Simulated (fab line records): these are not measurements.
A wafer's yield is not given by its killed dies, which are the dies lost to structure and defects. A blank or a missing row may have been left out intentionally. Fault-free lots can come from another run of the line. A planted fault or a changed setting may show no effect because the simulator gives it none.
Which tool did it?	flow gf180mcu	36 wafers from 12 lots sampled at 4 of the route's 602 steps

WHAT EACH GAUGE READ, for each wafer
GF_V5_THK_MEAS_03.
lot	measured	on	V5_CVD_02_THK (nm)
L862	day 27 10:10	film_metro-04	1484 1506 1510
L866	day 28 10:52	film_metro-01	1454 1470 1448
L868	day 29 04:40	film_metro-01	1452 1447 1472
L869	day 29 10:38	film_metro-03	1440 1443 1476
L871	day 29 23:20	film_metro-04	1462 1485 1475
L872	day 30 05:25	film_metro-01	1474 1470 1475
L873	day 30 14:35	film_metro-04	1476 1467 1495
L877	day 31 17:04	film_metro-01	1441 1467 570
L878	day 31 23:14	film_metro-03	1465 1491 1485
L879	day 32 02:26	film_metro-03	601 1488 598
L880	day 32 10:17	film_metro-04	561 1461 1488
L885	day 33 12:32	film_metro-01	1446 1448 1478

WHAT TOOL EACH LOT RAN ON (gives the tool, then ch and the chambers of the sampled wafers, and finally the start)
lot	GF_MIM_SPUTTER_09	GF_MIM_METAL_ETCH_19	GF_V5_CVD_02
L862	pvd_sputter-03, day 25 13:56	rie_metal-02 ch 0,1, day 26 11:42	pecvd-02 ch 0,1, day 27 10:03
L866	pvd_sputter-01, day 26 17:11	rie_metal-03 ch 0,1, day 27 13:15	pecvd-02 ch 0,1,2, day 28 10:46
L868	pvd_sputter-02, day 27 10:33	rie_metal-03 ch 0,1, day 28 07:18	pecvd-03 ch 0,2, day 29 04:33
L869	pvd_sputter-01, day 27 16:13	rie_metal-03 ch 1, day 28 12:54	pecvd-02 ch 0,1,2, day 29 10:31
L871	pvd_sputter-03, day 28 07:35	rie_metal-04 ch 0,1, day 29 02:45	pecvd-03 ch 0,1,2, day 29 23:14
L872	pvd_sputter-03, day 28 12:07	rie_metal-03 ch 0,1, day 29 08:25	pecvd-03 ch 0,1,2, day 30 05:19
L873	pvd_sputter-02, day 29 00:07	rie_metal-04 ch 0,1, day 29 18:51	pecvd-02 ch 0,1, day 30 14:28
L877	pvd_sputter-03, day 30 03:22	rie_metal-04 ch 0,1, day 30 21:44	pecvd-03 ch 1,2, day 31 16:53
L878	pvd_sputter-01, day 30 08:35	rie_metal-02 ch 0, day 31 03:36	pecvd-04 ch 0,1,2, day 31 23:07
L879	pvd_sputter-02, day 30 13:28	rie_metal-02 ch 0, day 31 06:56	pecvd-03 ch 1,2, day 32 02:16
L880	pvd_sputter-01, day 30 21:38	rie_metal-04 ch 0,1, day 31 15:36	pecvd-03 ch 0,2, day 32 10:11
L885	pvd_sputter-02, day 32 01:47	rie_metal-03 ch 0,1, day 32 18:33	pecvd-02 ch 0,2, day 33 12:26
- GF_MIM_SPUTTER_09: material TiN, target thk 35 nm, time 29.2 s.
- GF_MIM_METAL_ETCH_19: etches the open film in Cl2/BCl3, stops on Si3N4, target depth 324.5 nm, time 54.1 s.
- GF_V5_CVD_02: deposits SiO2 from TEOS, target thk 1450 nm, time 163.28 s.

AS READ BY THE TOOLS THEMSELVES (means over the sampled wafers that have a number; for cases with no such wafer, the mark the record gives instead)
GF_MIM_SPUTTER_09.
lot	tool	throttle_valve_pct (%)
L862	pvd_sputter-03	29.8
L866	pvd_sputter-01	29.7
L868	pvd_sputter-02	29.2
L869	pvd_sputter-01	29.7
L871	pvd_sputter-03	29.5
L872	pvd_sputter-03	31.0
L873	pvd_sputter-02	30.3
L877	pvd_sputter-03	30.2
L878	pvd_sputter-01	29.3
L879	pvd_sputter-02	30.1
L880	pvd_sputter-01	30.1
L885	pvd_sputter-02	29.1

GF_MIM_METAL_ETCH_19.
lot	tool	drypump_motor_current_A (A)	oes_product_au (a.u.)	throttle_valve_pct (%)
L862	rie_metal-02	5.2	0.939	28.283
L866	rie_metal-03	5.7	0.950	28.270
L868	rie_metal-03	5.3	0.933	28.288
L869	rie_metal-03	5.9	0.942	28.284
L871	rie_metal-04	5.9	0.937	28.293
L872	rie_metal-03	5.3	0.933	28.294
L873	rie_metal-04	5.9	0.947	28.285
L877	rie_metal-04	6.1	0.936	28.285
L878	rie_metal-02	5.4	0.942	28.281
L879	rie_metal-02	5.5	0.938	28.292
L880	rie_metal-04	5.9	0.941	28.294
L885	rie_metal-03	5.3	0.945	28.284

GF_V5_CVD_02.
lot	tool	heater_power_w (W)
L862	pecvd-02	585
L866	pecvd-02	712
L868	pecvd-03	698
L869	pecvd-02	703
L871	pecvd-03	676
L872	pecvd-03	554
L873	pecvd-02	600
L877	pecvd-03	620
L878	pecvd-04	610
L879	pecvd-03	594
L880	pecvd-03	720
L885	pecvd-02	810

THE ANSWER, worked out from the rows above alone
Rule: usual is defined by the lots themselves. The widest of any qualifying gaps counts: lots, ordered by their means at a reading, are off when they make up no more than a third of the lots, leave a main group of 4 or more, and stand apart from it by 3 or more times the standard deviation of that group's means. A main group whose means are all the same, to the digits that the tables above print for the reading, isn't used. Also off: a lot with no number at a reading for which 4 or more lots have one. All remaining lots with rows at the step are treated as sound. The gauges are gone through in route order, then the tools' own readings, and for those a lot's mean is taken as printed above. At the first step where some lot is off, the reading lying furthest off is the one used; lots without a number count as furthest.
Off: L877, L879, L880, at GF_V5_THK_MEAS_03 (V5_CVD_02_THK). For the main group the mean is 1470 nm and the standard deviation 15.
A tool fits if, at a process step before that reading, it ran every lot that is off, and no sound lot after the first of them. Those tools and the gauges at GF_V5_THK_MEAS_03 are tried in the same way. One fits: GF_V5_CVD_02 on pecvd-03. A fault onset in the window from L872 (day 30 05:19, its last sound lot) to L877 (day 31 16:53, its first lot off) fits.

WHAT HAD BEEN PUT IN BY THE SIMULATOR
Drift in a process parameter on pecvd-03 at GF_V5_CVD_02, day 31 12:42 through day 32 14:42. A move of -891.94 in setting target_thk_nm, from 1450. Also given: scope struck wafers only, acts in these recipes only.
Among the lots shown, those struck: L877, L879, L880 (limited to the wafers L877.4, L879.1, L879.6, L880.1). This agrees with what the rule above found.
